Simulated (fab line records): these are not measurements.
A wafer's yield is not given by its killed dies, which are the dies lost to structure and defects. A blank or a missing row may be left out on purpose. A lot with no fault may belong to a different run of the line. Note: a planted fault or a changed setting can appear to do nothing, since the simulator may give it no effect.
Struck lot and sound lot, side by side / flow sky130 / 43 steps out of a route of 708
Sound: the wafers L482.2, L482.4, L482.6. Wafers L480.2, L480.3, L480.6 were the ones struck. The cause comes at the end.
For every step that has rows: the tool of each side, followed by ch and its chambers, followed by its first start. Under that, the readings that differ: sound wafers / struck wafers / difference of the means / sigmas: that difference in standard deviations of wafers without a fault.
alike: readings with means less than 2 such deviations apart, plus words and numbers identical on both sides. not compared: withheld readings, readings lacking a value on some wafer, bounds such as >300 that could conceal the same value, and numbers that have no deviation in the record and whose values overlap.
Wherever a step has rows on one side only, a row that says differs or no value, or a row with sigmas, the two part there. Numbers that don't overlap but have no deviation are shown without sigmas and don't part them. A reading missing from all wafers of one side parts the sides only when that side holds two or more wafers.

first, 5 steps without rows for these wafers: SKY_FIELD_ISO_COAT_08 (resist thk 450 nm); SKY_FIELD_ISO_SOFTBAKE_09 (time 90 s); SKY_FIELD_ISO_EXPOSE_10 (exposes mask FOM, target cd 150 nm); SKY_FIELD_ISO_PEB_11; SKY_FIELD_ISO_DEVELOP_12 (develop time 60 s).
SKY_FIELD_ISO_CD_MEAS_13: the cd target is 150 nm.
  sound on cd-sem-01, day 4 19:19; struck on cd-sem-02, day 4 10:37
reading=cd-nm (nm); sound=151.2 151.4 151.1; struck=147.7 146.9 148.9; difference=-3.4; sigmas=-2
SKY_FIELD_ISO_ETCH_14: etches BARC in N2/H2, stops on SiO2, time 45.9 s, target depth 60 nm.
  sound on rie-diel-04 ch 1,2, day 4 19:25; struck on rie-diel-02 ch 0,2, day 4 10:43
  alike: drypump-motor-current-A, oes-product-au, throttle-valve-pct
  not compared: rf-hours-counter-h
SKY_FIELD_ISO_ETCH_15: etches the open film in CHF3/O2, stops on Si, target depth 180 nm, time 72 s.
  sound on rie-diel-04 ch 1,2, day 4 19:27; struck on rie-diel-02 ch 0,2, day 4 10:45
  alike: O2_flow_sccm, drypump-motor-current-A, oes-product-au, throttle-valve-pct
  not compared: rf-hours-counter-h
SKY_FIELD_ISO_STRIP_16: strips in O2/N2.
  sound on plasma-asher-04 ch 1, day 4 19:31; struck on plasma-asher-02 ch 0,1, day 4 10:49
  alike: drypump-motor-current-A, oes-product-au, strip-time-to-endpoint-s
  not compared: rf-hours-counter-h
SKY_FIELD_ISO_ETCH_17: etches Si in HBr/Cl2/O2, target depth 342 nm, time 97.7 s.
  sound on rie-si-02 ch 0,1,2, day 4 19:37; struck on rie-si-01 ch 0,1,2, day 4 10:55
  alike: O2_flow_sccm, drypump-motor-current-A, he-backside-leak-sccm, oes-product-au, throttle-valve-pct
  not compared: rf-hours-counter-h
then, 2 steps without rows for these wafers: SKY_FIELD_ISO_WET_ETCH_18 (etches Si3N4 in H3PO4, target depth 25 nm, time 286 s); SKY_FIELD_ISO_CLEAN_19 (cleans in SC1/SC2, time 150 s).
SKY_FIELD_ISO_CLEAN_20: cleans in dHF, time 20 s.
  sound on wet-bench-01 ch 1, day 4 19:49; struck on wet-bench-01 ch 0, day 4 11:07
then, 2 steps without rows for these wafers: SKY_FIELD_ISO_WET_ETCH_21 (etches SiO2 in dHF, target depth 20 nm, time 400 s); SKY_FIELD_ISO_OXIDATION_22 (stabilise 600 s, purge 300 s, target thk 10 nm).
SKY_FIELD_ISO_THK_MEAS_23:
  sound on film-metro-04, day 4 22:11; struck on film-metro-04, day 4 12:26
  alike: FIELD_ISO_OXIDATION_01_THK
then, 1 step without rows for these wafers: SKY_FIELD_ISO_CVD_24 (deposits SiO2, target thk 595 nm, time 99.2 s).
SKY_FIELD_ISO_THK_MEAS_25:
  sound on film-metro-03, day 4 22:19; struck on film-metro-01, day 4 12:34
  alike: FIELD_ISO_CVD_24_THK
then, 7 steps without rows for these wafers: SKY_FIELD_ISO_ANNEAL_26 (time 1800 s); SKY_FIELD_ISO_CMP_27 (polishes, stops on Si3N4, t overpolish 16 s, target thk 457.8 nm); SKY_FIELD_ISO_WET_ETCH_28 (etches SiO2 in dHF, target depth 23.7 nm, time 47 s); SKY_FIELD_ISO_WET_ETCH_29 (etches Si3N4 in H3PO4, target depth 160 nm, time 1825 s); SKY_FIELD_ISO_WET_ETCH_30 (etches SiO2 in dHF, target depth 25 nm, time 50 s); SKY_NWELL_CLEAN_00 (cleans in SC1/SC2, time 150 s); SKY_NWELL_OXIDATION_01 (stabilise 600 s, purge 300 s, target thk 10 nm).
SKY_NWELL_THK_MEAS_02:
  sound on film-metro-02, day 5 02:13; struck on film-metro-02, day 4 17:02
  alike: NWELL_OXIDATION_THK
then, 8 steps without rows for these wafers: SKY_DNWELL_DEHYDRATE_00 (time 60 s); SKY_DNWELL_HMDS_01 (prime time 60 s); SKY_DNWELL_COAT_02 (resist thk 3000 nm); SKY_DNWELL_SOFTBAKE_03; SKY_DNWELL_EXPOSE_04 (exposes mask DNM, target cd 3000 nm); SKY_DNWELL_PEB_05; SKY_DNWELL_DEVELOP_06 (develop time 60 s); SKY_DNWELL_IMPLANT_07.
SKY_DNWELL_STRIP_08: strips in O2/N2.
  sound on plasma-asher-04 ch 0,1, day 5 20:32; struck on plasma-asher-04 ch 1, day 5 10:59
  alike: drypump-motor-current-A, oes-product-au, strip-time-to-endpoint-s
  not compared: rf-hours-counter-h
SKY_DNWELL_TW_MEAS_09:
  sound on film-metro-02, day 5 20:39; struck on film-metro-01, day 5 11:06
  alike: DNWELL_TW
then, 6 steps without rows for these wafers: SKY_PWDE_DEHYDRATE_00 (time 60 s); SKY_PWDE_HMDS_01 (prime time 60 s); SKY_PWDE_COAT_02 (resist thk 3000 nm); SKY_PWDE_SOFTBAKE_03; SKY_PWDE_EXPOSE_04 (exposes mask PWDEM, target cd 840 nm); SKY_PWDE_PEB_05.
-- the record jumps here: 43 days lie between the struck wafers' starts before and after (it left off in module PWDE and takes up again in module PAD_OPEN, whose first step shown is number 708 of the route) --
SKY_PAD_OPEN_PROBE_99:
  sound on prober-01, day 48 10:49; struck on prober-01, day 48 06:51
reading=killed-at-front-end; sound=16 20 13; struck=68 74 65; difference=+53; sigmas=+12
reading=killed-dies; sound=73 84 80; struck=138 144 140; difference=+62; sigmas=+7
  alike: killed_at_M0_to_M3, killed_at_M4_up, killed-at-contacts, killed-at-other, killed-open, killed-short

WHERE THEY PART
First at SKY_FIELD_ISO_CD_MEAS_13; last, within this record, at SKY_PAD_OPEN_PROBE_99.

WHY: whatever the simulator had introduced
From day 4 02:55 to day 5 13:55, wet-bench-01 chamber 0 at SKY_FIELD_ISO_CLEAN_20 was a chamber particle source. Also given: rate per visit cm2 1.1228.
